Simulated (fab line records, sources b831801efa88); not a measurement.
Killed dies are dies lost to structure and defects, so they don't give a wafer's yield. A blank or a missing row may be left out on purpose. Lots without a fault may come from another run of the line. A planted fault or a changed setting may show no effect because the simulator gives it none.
A struck lot beside a sound one | flow sky130 | 18 steps out of a route of 708
Sound: wafers L968.2, L968.5, L968.6. Struck: wafers L971.1, L971.3, L971.5. The cause comes at the end.
At each step with rows: each side's tool, then ch and its chambers, then its first start. Under that, the readings that differ: sound wafers | struck wafers | difference of the means | sigmas: that difference in standard deviations of wafers without a fault.
alike: readings whose means differ by less than 2 such deviations, and words and numbers that are the same on both sides. not compared: withheld readings, readings that some wafer has no value for, bounds like >300 that may hide the same value, and numbers for which the record gives no deviation and whose values overlap.
The two part at a step that has a row with sigmas, a row that says differs or no value, or rows on one side only. Numbers that don't overlap but have no deviation are shown without sigmas and don't part them. A reading that every wafer of one side lacks parts them only if that side has two wafers or more.

SKY_SONOS_ONO_OVL_MEAS_14:
  sound on overlay-02, day 19 09:41; struck on overlay-01, day 20 02:20
  alike: SONOS_ONO_OVL
SKY_SONOS_ONO_ETCH_15: etches the open film in CHF3/O2, target depth 19.52 nm, time 7.8 s.
  sound on rie_diel-01 ch 0,2,3, day 19 09:43; struck on rie_diel-01 ch 2,3, day 20 02:22
  alike: chamber_pressure_mTorr, drypump_motor_current_A, oes_product_au, throttle_valve_pct
  not compared: rf_hours_counter_h
then, 1 step without rows for these wafers: SKY_SONOS_ONO_WET_ETCH_16 (etches SiO2 in dHF, target depth 14 nm, time 280 s).
SKY_SONOS_ONO_STRIP_17: strips in O2/N2.
  sound on plasma_asher-01 ch 0,1, day 19 09:49; struck on plasma_asher-02 ch 0,1, day 20 02:28
  alike: chamber_pressure_mTorr, drypump_motor_current_A, oes_product_au, strip_time_to_endpoint_s
  not compared: rf_hours_counter_h
then, 3 steps without rows for these wafers: SKY_SONOS_ONO_WET_ETCH_18 (etches Si3N4 in H3PO4, target depth 15 nm, time 172 s); SKY_GATE_OXIDE_CLEAN_00 (cleans in SC1/SC2, time 150 s); SKY_GATE_OXIDE_OXIDATION_01 (stabilise 600 s, purge 300 s, target thk 10.268 nm).
SKY_GATE_OXIDE_THK_MEAS_02:
  sound on film_metro-04, day 19 12:34; struck on film_metro-04, day 20 04:05
  alike: GATE_OXIDE_OXIDATION_00_THK
then, 4 steps without rows for these wafers: SKY_GATE_OXIDE_DEHYDRATE_03 (time 60 s); SKY_GATE_OXIDE_HMDS_04 (prime time 60 s); SKY_GATE_OXIDE_COAT_05 (resist thk 1140 nm); SKY_GATE_OXIDE_SOFTBAKE_06 (time 60 s).
SKY_GATE_OXIDE_EXPOSE_07: exposes mask LVOM, target cd 600 nm.
  sound on iline_stepper-02 ch 0, day 20 03:16; struck on iline_stepper-01 ch 0, day 20 19:57
  reading                            | sound                   | struck            | difference | sigmas
  model.GATE_OXIDE.overlay_x_nm (nm) | -0.6823 -0.6823 -0.6823 | 124.1 124.1 124.1 | +124.8     |
  alike: mask
then, 2 steps without rows for these wafers: SKY_GATE_OXIDE_PEB_08; SKY_GATE_OXIDE_DEVELOP_09 (develop time 60 s).
SKY_GATE_OXIDE_OVL_MEAS_10:
  sound on overlay-01, day 20 18:46; struck on overlay-01, day 21 10:19
  reading             | sound          | struck            | difference | sigmas
  GATE_OXIDE_OVL (nm) | -2.2 -0.7 -0.6 | 121.0 120.6 122.2 | +122.4     | +94
then, 1 step without rows for these wafers: SKY_GATE_OXIDE_IMPLANT_11.
-- the record jumps here: 29 days lie between the struck wafers' starts before and after (it left off in module GATE_OXIDE and takes up again in module PAD_OPEN, whose first step shown is number 708 of the route) --
SKY_PAD_OPEN_PROBE_99:
  sound on prober-01, day 50 07:25; struck on prober-01, day 50 18:08
  alike: killed_at_M0_to_M3, killed_at_M4_up, killed_at_contacts, killed_at_front_end, killed_at_other, killed_dies, killed_open, killed_short

WHERE THEY PART
Only at SKY_GATE_OXIDE_OVL_MEAS_10, within this record. Later steps at which nothing parts them and some readings are alike: SKY_PAD_OPEN_PROBE_99.

WHY: what the simulator had put in
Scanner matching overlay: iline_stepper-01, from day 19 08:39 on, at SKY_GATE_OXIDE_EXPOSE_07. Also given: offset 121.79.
